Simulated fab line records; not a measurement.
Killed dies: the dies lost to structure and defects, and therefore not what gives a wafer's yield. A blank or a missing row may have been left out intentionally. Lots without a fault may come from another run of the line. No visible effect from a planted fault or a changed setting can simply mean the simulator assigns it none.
fab line records | flow gf180mcu
record: lots: 5 | wafers: 15 | last_day: 33
route steps=602 shown MVSD@67
lots that met no fault: from a run of the same line without faults
start_h: start of the lot's first displayed wafer, in hours after the record's first day | wait_h: hours from the lot's prior step to this one | " identical to the entry in the row above | L1.1+2: a row that stands for several wafers | - value missing, or start not given | * or withheld: withheld | < > ~ a bound
route shown NAME@n: a module of which the file shows steps, and the number in the route of the first | usual: average and standard deviation across the fault-free wafers | same: alike in all rows | chamber/n: place in a boat | sites: readings site by site | _std_site: their standard deviation | _edge_site: inner sites' mean taken away from outer sites' mean | radius_mm: for every site, how far away it sits from the centre of the wafer | mask NAME#n: copy n | behind: the most recent tool/chamber to have shaped the wafer | hold: cause of the lot's hold/its duration in hours/its outcome | device: transistor that didn't switch, given as n, p or np | end of line: tests of these same wafers at the route's end | step lacking rows: just its recipe | killed: count of dies lost to structure and defects at first sort (not the wafer's yield) | map: a wafer's dies, marking killed ones x, the rest . and places with no die _
set.NAME: the setting the step ran with; set.NAME@STEP: the setting that earlier step ran with | model.NAME: the simulator's own value behind a step, which no gauge read
a table for each step, a row for each wafer; lots at some steps of the route
services: from which hour (start_h, from the record's first day; less than 0 if before it) a tool's chamber was out of use, for how many hours, and why
== steps ==
step: GF_MVSD_HMDS_01
recipe: prime_time_s: 60 | prime_temp_c: 120
same: prime_time_s: 60
lot.wafer  | tool           | chamber | start_h | wait_h
L086.2+5+6 | litho_track-04 | 0       | 142.82  | 0.1
L087.3+4+5 | litho_track-04 | 0       | 154.94  | 0.1
L088.3+4+6 | litho_track-04 | 0       | 155.94  | 0.1
L089.1+3+4 | litho_track-01 | 0       | 162.32  | 0.1
L093.3+5+6 | litho_track-04 | 0       | 184.84  | 0.1
step: GF_MVSD_COAT_02
recipe: spin_rpm: 2000 | resist_thk_nm: 3000
usual: spin_speed_rpm: 2000.1/1.4
lot.wafer | tool           | chamber | start_h | wait_h | spin_speed_rpm
L086.2    | litho_track-04 | 0       | 142.97  | 0.1    | 1996.3
L086.5    | "              | 0       | "       | "      | 1999.5
L086.6    | "              | 0       | "       | "      | 1999.7
L087.3    | litho_track-04 | 0       | 155.09  | 0.1    | 1999.4
L087.4    | "              | 0       | "       | "      | 1999.6
L087.5    | "              | 0       | "       | "      | 1999.5
L088.3    | litho_track-04 | 0       | 156.09  | 0.1    | 1998.9
L088.4    | "              | 0       | "       | "      | 2000.0
L088.6    | "              | 0       | "       | "      | 1999.4
L089.1    | litho_track-01 | 0       | 162.47  | 0.1    | 1998.2
L089.3    | "              | 0       | "       | "      | 1999.2
L089.4    | "              | 0       | "       | "      | 2000.1
L093.3    | litho_track-04 | 0       | 184.99  | 0.1    | 2001.2
L093.5    | "              | 0       | "       | "      | 1999.7
L093.6    | "              | 0       | "       | "      | 1998.9
step: GF_MVSD_SOFTBAKE_03
recipe: temp_c: 110 | time_s: withheld
lot.wafer  | tool           | chamber | start_h | wait_h
L086.2+5+6 | litho_track-04 | 0       | 143.12  | 0.1
L087.3+4+5 | litho_track-04 | 0       | 155.26  | 0.1
L088.3+4+6 | litho_track-04 | 0       | 156.26  | 0.1
L089.1+3+4 | litho_track-01 | 0       | 162.62  | 0.1
L093.3+5+6 | litho_track-04 | 0       | 185.16  | 0.1
step: GF_MVSD_EXPOSE_04
recipe: mask_id: MVSD | target_cd_nm: 1000 | na: 0.6 | source_shape: conventional | sigma_outer: 0.6 | dose_mj: 260
lot.wafer  | tool             | chamber | start_h | wait_h | mask
L086.2+5+6 | iline_stepper-01 | 0       | -       | -      | MVSD#0
L087.3+4+5 | iline_stepper-01 | 0       | -       | -      | MVSD#0
L088.3+4+6 | iline_stepper-01 | 0       | -       | -      | MVSD#0
L089.1+3+4 | iline_stepper-01 | 0       | -       | -      | MVSD#0
L093.3+5+6 | iline_stepper-02 | 0       | -       | -      | MVSD#0
step: GF_MVSD_PEB_05
recipe: temp_c: 115 | time_s: withheld
lot.wafer  | tool           | chamber | start_h | wait_h
L086.2+5+6 | litho_track-04 | 0       | -       | -
L087.3+4+5 | litho_track-04 | 0       | -       | -
L088.3+4+6 | litho_track-03 | 0       | -       | -
L089.1+3+4 | litho_track-03 | 0       | -       | -
L093.3+5+6 | litho_track-01 | 0       | -       | -
step: GF_MVSD_DEVELOP_06
recipe: wall_angle_deg: 90 | develop_time_s: 60 | dev_temp_c: 23
usual: developer_temp_C: 22.98/0.12
lot.wafer | tool           | chamber | start_h | wait_h | developer_temp_C
L086.2    | litho_track-04 | 0       | -       | -      | 23.04
L086.5    | "              | 0       | "       | "      | 23.24
L086.6    | "              | 0       | "       | "      | 23.22
L087.3    | litho_track-04 | 0       | -       | -      | 23.03
L087.4    | "              | 0       | "       | "      | 23.02
L087.5    | "              | 0       | "       | "      | 22.96
L088.3    | litho_track-03 | 0       | -       | -      | 23.08
L088.4    | "              | 0       | "       | "      | 23.11
L088.6    | "              | 0       | "       | "      | 22.94
L089.1    | litho_track-03 | 0       | -       | -      | 22.95
L089.3    | "              | 0       | "       | "      | 23.00
L089.4    | "              | 0       | "       | "      | 22.96
L093.3    | litho_track-01 | 0       | -       | -      | 22.95
L093.5    | "              | 0       | "       | "      | 23.04
L093.6    | "              | 0       | "       | "      | 22.94
step: GF_MVSD_OVL_MEAS_07
usual: MVSD_OVL: 0.5/1.2
lot.wafer | tool       | chamber | start_h | wait_h | MVSD_OVL[nm]
L086.2    | overlay-01 | -       | 150.35  | -      | 0.7
L086.5    | "          | -       | "       | "      | -0.5
L086.6    | "          | -       | "       | "      | 0.2
L087.3    | overlay-02 | -       | 163.40  | -      | 1.1
L087.4    | "          | -       | "       | "      | 0.9
L087.5    | "          | -       | "       | "      | 0.8
L088.3    | overlay-01 | -       | 164.32  | -      | -0.3
L088.4    | "          | -       | "       | "      | 0.4
L088.6    | "          | -       | "       | "      | 0.5
L089.1    | overlay-01 | -       | 170.31  | -      | -0.6
L089.3    | "          | -       | "       | "      | 0.9
L089.4    | "          | -       | "       | "      | -0.3
L093.3    | overlay-01 | -       | 193.78  | -      | 0.1
L093.5    | "          | -       | "       | "      | -1.4
L093.6    | "          | -       | "       | "      | -0.2
== services ==
tool             | chamber | start_h | hours | kind
iline_stepper-02 | -       | 141.90  | 29.2  | repair
iline_stepper-01 | -       | 142.30  | -     | consumable_replace:lamp
iline_stepper-02 | 0       | 157.00  | -     | calibration
iline_stepper-01 | 0       | 171.17  | -     | calibration
== key ==
fault none
